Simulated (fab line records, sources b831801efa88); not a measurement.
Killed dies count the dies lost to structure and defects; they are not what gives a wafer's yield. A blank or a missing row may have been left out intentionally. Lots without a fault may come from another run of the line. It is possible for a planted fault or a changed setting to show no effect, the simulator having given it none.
Comparing a struck lot with a sound one | flow sfq_line | 18 out of 325 route steps
Sound: these wafers, L263.3, L263.4, L263.6. Struck: wafer L257.5; the same lot's L257.1 was not struck, so it is left out; see the end for the cause.
Each step with rows lists, per side, the tool, then ch with its chambers, then its first start. Under that, the readings that differ: sound wafers | struck wafers | difference of the means | sigmas: that difference in standard deviations of wafers without a fault.
alike: same words and numbers on both sides, and readings whose means sit less than 2 such deviations apart. not compared: any withheld reading, any reading some wafer has no value for, any bound like >300 that may hide the same value, and any number with overlapping values for which the record gives no deviation.
Wherever a step has rows on one side only, a row that says differs or no value, or a row with sigmas, the two part there. Non-overlapping numbers with no deviation appear without sigmas and do not part them. Lack of a reading on every wafer of one side parts them only where that side has two or more wafers.

SFQ_TRILAYER_M3_BARC_OPEN_METAL_ETCH_100: etches BARC in O2, target depth 125 nm, time 41.7 s.
  sound on rie_metal-01 ch 0,1, day 43 09:41; struck on rie_metal-02 ch 1, day 39 17:34
  reading                     | sound       | struck | difference | sigmas
  drypump_motor_current_A (A) | 5.4 5.5 5.5 | 6.3    | +0.8       | +2
  alike: oes_product_au
  not compared: rf_hours_counter_h
SFQ_TRILAYER_M3_ETCH_METAL_ETCH_078: etches Nb in Cl2/Ar, stops on SiO2, target depth 240 nm, time 120 s.
  sound on rie_metal-01 ch 0,1, day 43 09:46; struck on rie_metal-02 ch 1, day 39 17:37
  reading                     | sound       | struck | difference | sigmas
  drypump_motor_current_A (A) | 5.4 5.5 5.5 | 6.3    | +0.8       | +2
  alike: oes_product_au
  not compared: rf_hours_counter_h
then, 3 steps without rows for these wafers: SFQ_TRILAYER_M3_STRIP_STRIP_079 (strips in O2); SFQ_TRILAYER_M3_STRIP_SOLV_CLEAN_080 (cleans in NMP, time 600 s); SFQ_TRILAYER_I3_DEP_PECVD_081 (deposits SiO2 from SiH4/N2O, time 111.11 s, target thk 500 nm).
SFQ_TRILAYER_I3_CMP_CMP_082: polishes SiO2.
  sound on cmp-02 ch 1,2,3, day 43 11:12; struck on cmp-02 ch 0, day 40 00:06
  alike: head_pressure_psi, motor_current_A, platen_rpm, time_to_endpoint_s
SFQ_I3_BOW_MEAS_922:
  sound on film_metro-02 at day 43 13:44; struck on film_metro-02 at day 40 00:36
  alike: I3_BOW
SFQ_TRILAYER_I3_METRO_MEASURE_083:
  sound on film_metro-02 at day 43 14:13; struck on film_metro-02 at day 40 00:43
  alike: thk_nm
then, 4 steps without rows for these wafers: SFQ_TRILAYER_I3_VIA_LITHO_COAT_090 (resist thk 62 nm); SFQ_TRILAYER_I3_VIA_LITHO_COAT_085 (resist thk 650 nm); SFQ_TRILAYER_I3_VIA_LITHO_SOFTBAKE_089; SFQ_TRILAYER_I3_VIA_LITHO_EXPOSE_086 (exposes mask I3, target cd 500 nm).
-- the record jumps here: 7 days lie between the struck wafers' starts before and after --
SFQ_TRILAYER_I3_VIA_LITHO_PEB_088: peb time 60 s.
  sound on litho_track-02 ch 0, day 49 14:08; struck on litho_track-03 ch 0, day 46 16:22
then, 1 step without rows for these wafers: SFQ_TRILAYER_I3_VIA_LITHO_DEVELOP_087 (time 60 s).
SFQ_I3_OVL_MEAS_923:
  sound on overlay-01 at day 49 14:24; struck on overlay-02 at day 46 16:40
  alike: I3_OVL
SFQ_TRILAYER_I3_VIA_BARC_OPEN_VIA_ETCH_121: etches BARC in O2, target depth 125 nm, time 41.7 s.
  sound on rie_diel-02 ch 1,2, day 49 14:26; struck on rie_diel-02 ch 2, day 46 16:42
  reading             | sound           | struck | difference | sigmas
  model.I3.cd_nm (nm) | 501 499.7 499.5 | 520.9  | +20.8      |
  alike: drypump_motor_current_A, oes_product_au
  not compared: rf_hours_counter_h
SFQ_TRILAYER_I3_VIA_ETCH_VIA_ETCH_088: etches SiO2 in CHF3, stops on Nb, target depth 260 nm.
  sound on rie_diel-02 ch 1,2, day 49 14:28; struck on rie_diel-02 ch 2, day 46 16:44
  reading             | sound             | struck | difference | sigmas
  model.I3.cd_nm (nm) | 504.1 497.8 499.1 | 524.8  | +24.5      |
  alike: drypump_motor_current_A, oes_product_au
SFQ_TRILAYER_I3_VIA_STRIP_STRIP_089: strips in O2.
  sound on rie_metal-03 ch 0,1, day 49 14:47; struck on rie_metal-01 ch 0, day 46 16:52
  alike: drypump_motor_current_A, oes_product_au
  not compared: rf_hours_counter_h

== WHERE THEY PART ==
At SFQ_TRILAYER_M3_BARC_OPEN_METAL_ETCH_100 first; at SFQ_TRILAYER_M3_ETCH_METAL_ETCH_078 last (within this record only). Later steps at which nothing parts them and some readings are alike: SFQ_TRILAYER_I3_CMP_CMP_082, SFQ_I3_BOW_MEAS_922, SFQ_TRILAYER_I3_METRO_MEASURE_083, SFQ_I3_OVL_MEAS_923, SFQ_TRILAYER_I3_VIA_BARC_OPEN_VIA_ETCH_121, SFQ_TRILAYER_I3_VIA_ETCH_VIA_ETCH_088, SFQ_TRILAYER_I3_VIA_STRIP_STRIP_089.

WHY: what had been put in by the simulator
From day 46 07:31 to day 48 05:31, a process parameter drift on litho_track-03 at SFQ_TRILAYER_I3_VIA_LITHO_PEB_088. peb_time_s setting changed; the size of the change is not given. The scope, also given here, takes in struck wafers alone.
